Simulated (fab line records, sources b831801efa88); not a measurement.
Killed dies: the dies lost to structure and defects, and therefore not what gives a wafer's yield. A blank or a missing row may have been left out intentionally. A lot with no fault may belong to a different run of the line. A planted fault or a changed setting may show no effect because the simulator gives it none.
A lot that was struck, set against a sound lot    flow gf180mcu    14 steps out of a route of 602
Sound: wafers L253.2, L253.5, L253.6. The struck wafers were L248.2, L248.3, L248.4. The cause is named last.
Order at every step that has rows: each side's tool, ch and its chambers, its first start. Under that, the readings that differ: sound wafers    struck wafers    difference of the means    sigmas: that difference in standard deviations of wafers without a fault.
alike: readings with means less than 2 such deviations apart, plus words and numbers identical on both sides. not compared: withheld readings, readings lacking a value on some wafer, bounds such as >300 that could conceal the same value, and numbers that have no deviation in the record and whose values overlap.
A row with sigmas, a row that says differs or no value, or rows on one side alone: a step with any of these is where the two part. Numbers that have no deviation but don't overlap get no sigmas and don't part them. A reading missing from all wafers of one side parts the sides only when that side holds two or more wafers.

first, 4 steps without rows for these wafers: GF_HV_LDD_SOFTBAKE_42 (time 60 s); GF_HV_LDD_EXPOSE_43 (exposes mask Pplus HV AREA, target cd 400 nm); GF_HV_LDD_PEB_44; GF_HV_LDD_DEVELOP_45 (develop time 60 s).
GF_HV_LDD_CD_MEAS_46: the cd target is 400 nm.
  sound on cd-sem-01 at day 19 03:22; struck on cd-sem-01 at day 17 11:08
  alike: cd-nm
GF_HV_LDD_OVL_MEAS_47:
  sound on overlay-01 at day 19 03:29; struck on overlay-01 at day 17 11:14
  alike: HV_LDD_03_OVL
following that, these wafers have no rows for 1 step: GF_HV_LDD_IMPLANT_48.
GF_HV_LDD_STRIP_49: strips in O2/N2.
  sound on plasma-asher-04 ch 0,1, day 19 03:40; struck on plasma-asher-04 ch 0,1, day 17 11:25
  alike: drypump-motor-current-A, heater-power-w, n2-flow-sccm, oes-product-au, strip-time-to-endpoint-s
  not compared: rf-hours-counter-h
GF_HV_LDD_TW_MEAS_50:
  sound on film-metro-04 at day 19 03:46; struck on film-metro-04 at day 17 11:31
  alike: HV_LDD_4_TW
then, 1 step without rows for these wafers: GF_HV_LDD_CLEAN_51 (cleans in SC1/SC2, time 150 s).
GF_HV_LDD_RTA_52: time 10 s.
  sound on rtp-anneal-01 ch 0, day 19 03:58; struck on rtp-anneal-01 ch 0, day 17 11:38
  alike: lamp-power-pct, wafer_temp_C_max
GF_HV_LDD_RS_MEAS_53: measurement is done with a four-point probe.
  sound on film-metro-02 at day 19 04:02; struck on film-metro-01 at day 17 11:43
reading             sound              struck             difference  sigmas
HV_LDD_RS (ohm/sq)  418.3 418.2 418.2  420.7 421.2 420.9  +2.7        +2
GF_HV_LDD_CVD_54: deposits SiO2 from TEOS, target thk 10 nm, time 75 s.
  sound on lpcvd-01 ch 1, day 19 04:08; struck on lpcvd-01 ch 1, day 17 11:49
  no value came back on the struck wafers for pressure-mtorr (mTorr), spike-tc-bottom-C (C), spike-tc-centre-C (C), zone-power-lower-pct (%); on the sound wafers pressure-mtorr (mTorr) reads 399.0 398.6 399.9
then, 1 step without rows for these wafers: GF_HV_LDD_CVD_56 (deposits Si3N4 from DCS/NH3, target thk 90 nm, time 1543 s).

== WHERE THEY PART ==
First at GF_HV_LDD_RS_MEAS_53; last, within this record, at GF_HV_LDD_CVD_54.

WHY: the cause the simulator had injected
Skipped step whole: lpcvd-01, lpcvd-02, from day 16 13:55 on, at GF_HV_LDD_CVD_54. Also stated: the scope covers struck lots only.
